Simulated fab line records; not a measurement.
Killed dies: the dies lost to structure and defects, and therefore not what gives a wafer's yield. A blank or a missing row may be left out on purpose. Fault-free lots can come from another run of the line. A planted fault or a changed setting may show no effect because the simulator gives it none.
Which tool is to blame? :: flow gf180mcu :: Sampling: 12 lots, 35 wafers, 5 of 602 route steps

== WHAT EACH GAUGE READ, for each wafer ==
GF_CONTACT_CD_MEAS_14: target cd 220 nm. Usual: 219.7 nm for cd-nm, sd 1.3.
lot: L762
measured: day 17 07:15
on: cd-sem-01
cd-nm (nm): 217.7 217.1 218.6
flag: 

lot: L765
measured: day 17 16:58
on: cd-sem-01
cd-nm (nm): 220.1 221.7 221.2
flag: 

lot: L766
measured: day 18 09:32
on: cd-sem-02
cd-nm (nm): 219.2 217.9 219.8
flag: 

lot: L767
measured: day 18 17:20
on: cd-sem-02
cd-nm (nm): 219.7 218.9 219.8
flag: 

lot: L768
measured: day 19 01:31
on: cd-sem-01
cd-nm (nm): 217.9 218.8 219.4
flag: 

lot: L769
measured: day 19 05:04
on: cd-sem-02
cd-nm (nm): 218.9 220.2 220.8
flag: 

lot: L770
measured: day 19 22:25
on: cd-sem-01
cd-nm (nm): 221.5 219.7 219.4
flag: 

lot: L771
measured: day 20 09:57
on: cd-sem-02
cd-nm (nm): 220.0 220.6 220.4
flag: 

lot: L772
measured: day 20 15:14
on: cd-sem-02
cd-nm (nm): 219.6 219.0 219.4
flag: 

lot: L775
measured: day 21 19:30
on: cd-sem-02
cd-nm (nm): 221.2 221.5 220.9
flag: 

lot: L776
measured: day 21 23:11
on: cd-sem-02
cd-nm (nm): 220.3 218.9
flag: 

lot: L777
measured: day 22 11:01
on: cd-sem-02
cd-nm (nm): 219.6 220.0 218.9
flag: 

GF_V1_THK_MEAS_03. Usual: V1_CVD_02_THK gives 849 nm (standard deviation 9.8).
lot: L762
measured: day 18 09:55
on: film-metro-03
V1_CVD_02_THK (nm): 842 850 853
flag: 

lot: L765
measured: day 18 19:39
on: film-metro-03
V1_CVD_02_THK (nm): 860 879 869
flag: 

lot: L766
measured: day 19 12:29
on: film-metro-03
V1_CVD_02_THK (nm): 849 848 862
flag: 

lot: L767
measured: day 19 20:41
on: film-metro-04
V1_CVD_02_THK (nm): 845 848 840
flag: 

lot: L768
measured: day 20 04:19
on: film-metro-04
V1_CVD_02_THK (nm): 840 854 857
flag: 

lot: L769
measured: day 20 07:49
on: film-metro-03
V1_CVD_02_THK (nm): 838 845 852
flag: 

lot: L770
measured: day 21 01:35
on: film-metro-01
V1_CVD_02_THK (nm): 838 851 850
flag: 

lot: L771
measured: day 21 12:27
on: film-metro-01
V1_CVD_02_THK (nm): 866 860 868
flag: 

lot: L772
measured: day 21 19:50
on: film-metro-03
V1_CVD_02_THK (nm): 836 847 847
flag: 

lot: L775
measured: day 22 21:27
on: film-metro-04
V1_CVD_02_THK (nm): 837 851 840
flag: 

lot: L776
measured: day 23 01:04
on: film-metro-04
V1_CVD_02_THK (nm): 853 414
flag: OFF

lot: L777
measured: day 23 13:07
on: film-metro-04
V1_CVD_02_THK (nm): 838 413 871
flag: OFF

GF_V1_OVL_MEAS_15. Usual: V1_OVL gives 4 nm (standard deviation 5.1).
lot: L762
measured: day 19 10:33
on: overlay-01
V1_OVL (nm): 16 9 10
flag: 

lot: L765
measured: day 19 20:22
on: overlay-01
V1_OVL (nm): 5 1 8
flag: 

lot: L766
measured: day 20 13:10
on: overlay-01
V1_OVL (nm): -3 -2 6
flag: 

lot: L767
measured: day 20 22:02
on: overlay-02
V1_OVL (nm): 8 8 7
flag: 

lot: L768
measured: day 21 04:46
on: overlay-02
V1_OVL (nm): 1 -4 0
flag: 

lot: L769
measured: day 21 08:34
on: overlay-02
V1_OVL (nm): 4 6 0
flag: 

lot: L770
measured: day 22 02:46
on: overlay-02
V1_OVL (nm): -1 4 2
flag: 

lot: L771
measured: day 22 12:49
on: overlay-02
V1_OVL (nm): 14 10 7
flag: 

lot: L772
measured: day 22 19:50
on: overlay-02
V1_OVL (nm): 0 7 3
flag: 

lot: L775
measured: day 23 19:34
on: overlay-01
V1_OVL (nm): 9 8 9
flag: 

lot: L776
measured: day 24 00:23
on: overlay-02
V1_OVL (nm): -6 -5
flag: 

lot: L777
measured: day 24 11:43
on: overlay-01
V1_OVL (nm): 2 6 1
flag: 

== WHICH TOOL RAN EACH LOT (tool, then ch and the chambers of the sampled wafers, then the start) ==
lot: L762
GF_V1_CVD_02: pecvd-04 ch 0,1, day 18 09:51
GF_V1_CMP_04: cmp-01 ch 1,2, day 18 09:59

lot: L765
GF_V1_CVD_02: pecvd-04 ch 1,2, day 18 19:34
GF_V1_CMP_04: cmp-02 ch 0,3, day 18 19:42

lot: L766
GF_V1_CVD_02: pecvd-02 ch 0,2, day 19 12:23
GF_V1_CMP_04: cmp-01 ch 0,1,2, day 19 12:40

lot: L767
GF_V1_CVD_02: pecvd-01 ch 0,2, day 19 20:35
GF_V1_CMP_04: cmp-02 ch 0,2, day 19 20:43

lot: L768
GF_V1_CVD_02: pecvd-04 ch 1,2, day 20 04:14
GF_V1_CMP_04: cmp-02 ch 0,1,3, day 20 04:25

lot: L769
GF_V1_CVD_02: pecvd-04 ch 0,1,2, day 20 07:45
GF_V1_CMP_04: cmp-02 ch 0,1,2, day 20 07:58

lot: L770
GF_V1_CVD_02: pecvd-04 ch 1,2, day 21 01:28
GF_V1_CMP_04: cmp-02 ch 0,1,3, day 21 01:38

lot: L771
GF_V1_CVD_02: pecvd-02 ch 0,1,2, day 21 12:23
GF_V1_CMP_04: cmp-01 ch 1,2,3, day 21 12:37

lot: L772
GF_V1_CVD_02: pecvd-01 ch 0,1,2, day 21 19:45
GF_V1_CMP_04: cmp-01 ch 0,2,3, day 21 19:58

lot: L775
GF_V1_CVD_02: pecvd-01 ch 0,1, day 22 21:23
GF_V1_CMP_04: cmp-01 ch 0,1,3, day 22 21:40

lot: L776
GF_V1_CVD_02: pecvd-02 ch 0,2, day 23 01:00
GF_V1_CMP_04: cmp-01 ch 1,2, day 23 01:17

lot: L777
GF_V1_CVD_02: pecvd-02 ch 0,1, day 23 13:02
GF_V1_CMP_04: cmp-01 ch 0,1, day 23 13:10
- GF_V1_CVD_02: deposits SiO2 from TEOS, target thk 850 nm, time 94.851 s.
- GF_V1_CMP_04: polishes SiO2.

== AS READ BY THE TOOLS THEMSELVES (means over the sampled wafers that have a number; for cases with no such wafer, the mark the record gives instead) ==
GF_V1_CVD_02. Usual: heater-power-w 706 W, standard deviation 130; run-length-s 122.5 s, standard deviation 0.38.
lot: L762
tool: pecvd-04
heater-power-w (W): 656
run-length-s (s): 122.7
flag: 

lot: L765
tool: pecvd-04
heater-power-w (W): 675
run-length-s (s): 122.5
flag: 

lot: L766
tool: pecvd-02
heater-power-w (W): 513
run-length-s (s): 122.6
flag: 

lot: L767
tool: pecvd-01
heater-power-w (W): 827
run-length-s (s): 122.4
flag: 

lot: L768
tool: pecvd-04
heater-power-w (W): 613
run-length-s (s): 122.7
flag: 

lot: L769
tool: pecvd-04
heater-power-w (W): 639
run-length-s (s): 122.5
flag: 

lot: L770
tool: pecvd-04
heater-power-w (W): 691
run-length-s (s): 122.8
flag: 

lot: L771
tool: pecvd-02
heater-power-w (W): 705
run-length-s (s): 122.6
flag: 

lot: L772
tool: pecvd-01
heater-power-w (W): 825
run-length-s (s): 122.9
flag: 

lot: L775
tool: pecvd-01
heater-power-w (W): 901
run-length-s (s): 122.6
flag: 

lot: L776
tool: pecvd-02
heater-power-w (W): 614
run-length-s (s): 98.3
flag: OFF

lot: L777
tool: pecvd-02
heater-power-w (W): 718
run-length-s (s): 106.3
flag: OFF

GF_V1_CMP_04. Usual: motor-current-A 11.8 A, standard deviation 1.4; time-to-endpoint-s 81 s, standard deviation 6.2.
lot: L762
tool: cmp-01
motor-current-A (A): 12.8
time-to-endpoint-s (s): 75
flag: 

lot: L765
tool: cmp-02
motor-current-A (A): 12.6
time-to-endpoint-s (s): 91
flag: 

lot: L766
tool: cmp-01
motor-current-A (A): 12.2
time-to-endpoint-s (s): 75
flag: 

lot: L767
tool: cmp-02
motor-current-A (A): 12.5
time-to-endpoint-s (s): 85
flag: 

lot: L768
tool: cmp-02
motor-current-A (A): 11.8
time-to-endpoint-s (s): 85
flag: 

lot: L769
tool: cmp-02
motor-current-A (A): 12.0
time-to-endpoint-s (s): 79
flag: 

lot: L770
tool: cmp-02
motor-current-A (A): 12.0
time-to-endpoint-s (s): 86
flag: 

lot: L771
tool: cmp-01
motor-current-A (A): 11.4
time-to-endpoint-s (s): 84
flag: 

lot: L772
tool: cmp-01
motor-current-A (A): 10.7
time-to-endpoint-s (s): 78
flag: 

lot: L775
tool: cmp-01
motor-current-A (A): 11.3
time-to-endpoint-s (s): 76
flag: 

lot: L776
tool: cmp-01
motor-current-A (A): 13.0
time-to-endpoint-s (s): 58
flag: OFF

lot: L777
tool: cmp-01
motor-current-A (A): 12.4
time-to-endpoint-s (s): 61
flag: OFF

== THE ANSWER, worked out from the rows above alone ==
Rule: take the mean of a lot's wafers that have a number; if it is more than 3 standard deviations from the usual mean, the lot is off. Also off: a lot with no number at a reading for which 4 or more lots have one. Any other lot the step has rows for is counted as sound. The gauges are gone through in route order, then the tools' own readings, and for those a lot's mean is taken as printed above. The first step at which some lot is off is used, and at that step the reading that is off furthest; a lot without a number counts as furthest.
Off: L776, L777, at GF_V1_THK_MEAS_03 (V1_CVD_02_THK).
If a tool, at a process step before that reading, ran all the lots that are off and no sound lot after the first of them, it fits. The gauges at GF_V1_THK_MEAS_03 aren't tried: what is off there is off at GF_V1_CVD_02 too, on other tools, and a gauge's error can't cause that. One fits: pecvd-02 at GF_V1_CVD_02. Its last sound lot is L771 (day 21 12:23), its first lot that is off L776 (day 23 01:00): a fault that began between those two fits.
The tool's own readings at GF_V1_CVD_02 bear it out: on the lots that are off they differ by more than 5 times the standard deviation of the sound lots' means. run-length-s reads 102.3 s there against 122.6 s on the sound lots.

== WHAT WAS PUT IN BY THE SIMULATOR ==
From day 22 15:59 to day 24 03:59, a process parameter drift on pecvd-02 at GF_V1_CVD_02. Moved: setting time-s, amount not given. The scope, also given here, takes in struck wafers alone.
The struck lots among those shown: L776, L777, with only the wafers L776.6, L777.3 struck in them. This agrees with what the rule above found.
